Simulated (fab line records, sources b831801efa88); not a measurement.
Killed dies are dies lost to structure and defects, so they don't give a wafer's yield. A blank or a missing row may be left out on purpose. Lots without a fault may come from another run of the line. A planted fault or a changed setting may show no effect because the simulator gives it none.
A struck lot beside a sound one | flow sky130 | 35 steps out of a route of 708
Sound: wafers L871.2, L871.3, L871.4. Struck: wafers L867.2, L867.3, L867.5. The cause comes at the end.
At each step with rows: each side's tool, then ch and its chambers, then its first start. Under that, the readings that differ: sound wafers | struck wafers | difference of the means | sigmas: that difference in standard deviations of wafers without a fault.
alike: readings whose means differ by less than 2 such deviations, and words and numbers that are the same on both sides. not compared: withheld readings, readings that some wafer has no value for, bounds like >300 that may hide the same value, and numbers for which the record gives no deviation and whose values overlap.
The two part at a step that has a row with sigmas, a row that says differs or no value, or rows on one side only. Numbers that don't overlap but have no deviation are shown without sigmas and don't part them. A reading that every wafer of one side lacks parts them only if that side has two wafers or more.

SKY_SD_P_CD_MEAS_07: target cd 380 nm.
  sound on cd_sem-02, day 31 22:06; struck on cd_sem-02, day 31 05:06
  reading    | sound             | struck            | difference | sigmas
  cd_nm (nm) | 382.8 383.1 385.2 | 377.0 375.6 378.6 | -6.6       | -3
SKY_SD_P_OVL_MEAS_08:
  sound on overlay-01, day 31 22:13; struck on overlay-02, day 31 05:12
  alike: SD_P_OVL
then, 1 step without rows for these wafers: SKY_SD_P_IMPLANT_09.
SKY_SD_P_STRIP_10: strips in O2/N2.
  sound on plasma_asher-04 ch 0,1, day 31 22:23; struck on plasma_asher-02 ch 0,1, day 31 05:23
  alike: drypump_motor_current_A, oes_product_au, strip_time_to_endpoint_s
  not compared: rf_hours_counter_h
SKY_SD_P_TW_MEAS_11:
  sound on film_metro-02, day 31 22:30; struck on film_metro-01, day 31 05:29
  alike: SD_P_TW
then, 7 steps without rows for these wafers: SKY_RES_XHIGH_DEHYDRATE_00 (time 60 s); SKY_RES_XHIGH_HMDS_01 (prime time 60 s); SKY_RES_XHIGH_COAT_02 (resist thk 1140 nm); SKY_RES_XHIGH_SOFTBAKE_03 (time 60 s); SKY_RES_XHIGH_EXPOSE_04 (exposes mask URPM, target cd 1270 nm); SKY_RES_XHIGH_PEB_05; SKY_RES_XHIGH_DEVELOP_06 (develop time 60 s).
SKY_RES_XHIGH_IMPLANT_07:
  sound on implanter-02 ch 0, day 33 01:40; struck on implanter-04 ch 0, day 32 09:33
  reading       | sound                       | struck                       | difference | sigmas
  beam_on_s (s) | 34 33 33                    | 23 24 24                     | -10        | -3
  dose_ions_cm2 | 3.599e+14 3.598e+14 3.6e+14 | 2.043e+14 2.039e+14 2.04e+14 | -1.558e+14 | -99 or more
SKY_RES_XHIGH_STRIP_08: strips in O2/N2.
  sound on plasma_asher-01 ch 0,1, day 33 01:48; struck on plasma_asher-03 ch 1, day 32 09:41
  reading                      | sound             | struck            | difference | sigmas
  strip_time_to_endpoint_s (s) | 14.27 14.25 14.26 | 14.18 14.17 14.15 | -0.09      | -3
  alike: drypump_motor_current_A, oes_product_au
  not compared: rf_hours_counter_h
SKY_RES_XHIGH_TW_MEAS_09:
  sound on film_metro-02, day 33 01:55; struck on film_metro-03, day 32 09:47
  reading      | sound          | struck         | difference | sigmas
  RES_XHIGH_TW | 1662 1658 1665 | 1385 1396 1380 | -275       | -23
then, 7 steps without rows for these wafers: SKY_SD_N_DEHYDRATE_00 (time 60 s); SKY_SD_N_HMDS_01 (prime time 60 s); SKY_SD_N_COAT_02 (resist thk 1140 nm); SKY_SD_N_SOFTBAKE_03 (time 60 s); SKY_SD_N_EXPOSE_04 (exposes mask NSDM, target cd 380 nm); SKY_SD_N_PEB_05; SKY_SD_N_DEVELOP_06 (develop time 60 s).
SKY_SD_N_CD_MEAS_07: target cd 380 nm.
  sound on cd_sem-02, day 34 04:46; struck on cd_sem-01, day 33 12:21
  alike: cd_nm
SKY_SD_N_OVL_MEAS_08:
  sound on overlay-01, day 34 04:52; struck on overlay-02, day 33 12:28
  alike: SD_N_OVL
then, 2 steps without rows for these wafers: SKY_SD_N_IMPLANT_09; SKY_SD_N_IMPLANT_10.
SKY_SD_N_STRIP_11: strips in O2/N2.
  sound on plasma_asher-04 ch 0,1, day 34 05:12; struck on plasma_asher-01 ch 1, day 33 12:47
  reading                     | sound       | struck      | difference | sigmas
  drypump_motor_current_A (A) | 6.1 6.1 6.1 | 5.0 5.0 5.0 | -1.1       | -3
  alike: oes_product_au, strip_time_to_endpoint_s
  not compared: rf_hours_counter_h
SKY_SD_N_TW_MEAS_12:
  sound on film_metro-01, day 34 05:19; struck on film_metro-03, day 33 12:54
  alike: SD_N_TW
then, 1 step without rows for these wafers: SKY_SD_N_CLEAN_13 (cleans in SC1/SC2, time 150 s).
SKY_SD_N_RTA_14: time 2 s.
  sound on rtp_anneal-02 ch 0, day 34 05:26; struck on rtp_anneal-01 ch 0, day 33 13:01
  alike: lamp_power_pct, wafer_temp_C_max
SKY_SD_N_RS_MEAS_16: measures by four-point-probe.
  sound on film_metro-01, day 34 05:40; struck on film_metro-03, day 33 13:12
  alike: SD_N_RS
SKY_SD_N_RS_MEAS_17: measures by four-point-probe.
  sound on film_metro-01, day 34 05:47; struck on film_metro-03, day 33 13:19
  alike: SD_P_RS
SKY_SD_N_RS_MEAS_18: measures by four-point-probe.
  sound on film_metro-01, day 34 05:54; struck on film_metro-03, day 33 13:26
  reading               | sound             | struck            | difference | sigmas
  RES_XHIGH_RS (ohm/sq) | 332.4 333.5 332.5 | 529.1 527.4 529.5 | +195.9     | +99 or more
then, 1 step without rows for these wafers: SKY_SALICIDE_CLEAN_00 (cleans in HF-last, time 29.05 s).
-- the record jumps here: 16 days lie between the struck wafers' starts before and after (it left off in module SALICIDE and takes up again in module PAD_OPEN, whose first step shown is number 708 of the route) --
SKY_PAD_OPEN_PROBE_99:
  sound on prober-02, day 50 06:49; struck on prober-01, day 49 20:38
  reading                                            | sound                | struck                        | difference | sigmas
  model.etest.res_xhigh_po.line_ohm_um               | 6113 5671 5898       | 2.306e+04 2.129e+04 2.217e+04 | +1.628e+04 |
  model.etest.res_xhigh_po.rs_ohm_sq                 | 2137 2016 2063       | 7962 7378 7643                | +5589      |
  model.etest.res_xhigh_po.rs_ohm_sq_range           | 90.27 83.38 77.79    | 507.6 462 491.1               | +403.1     |
  model.etest.res_xhigh_po.rs_ohm_sq_rim_less_centre | -80.91 -58.13 -60.03 | -199.3 -297.1 -318.6          | -205.3     |
  alike: killed_at_M0_to_M3, killed_at_M4_up, killed_at_contacts, killed_at_front_end, killed_at_other, killed_dies, killed_open, killed_short

WHERE THEY PART
First at SKY_SD_P_CD_MEAS_07; last, within this record, at SKY_SD_N_RS_MEAS_18. Later steps at which nothing parts them and some readings are alike: SKY_PAD_OPEN_PROBE_99.

WHY: what the simulator had put in
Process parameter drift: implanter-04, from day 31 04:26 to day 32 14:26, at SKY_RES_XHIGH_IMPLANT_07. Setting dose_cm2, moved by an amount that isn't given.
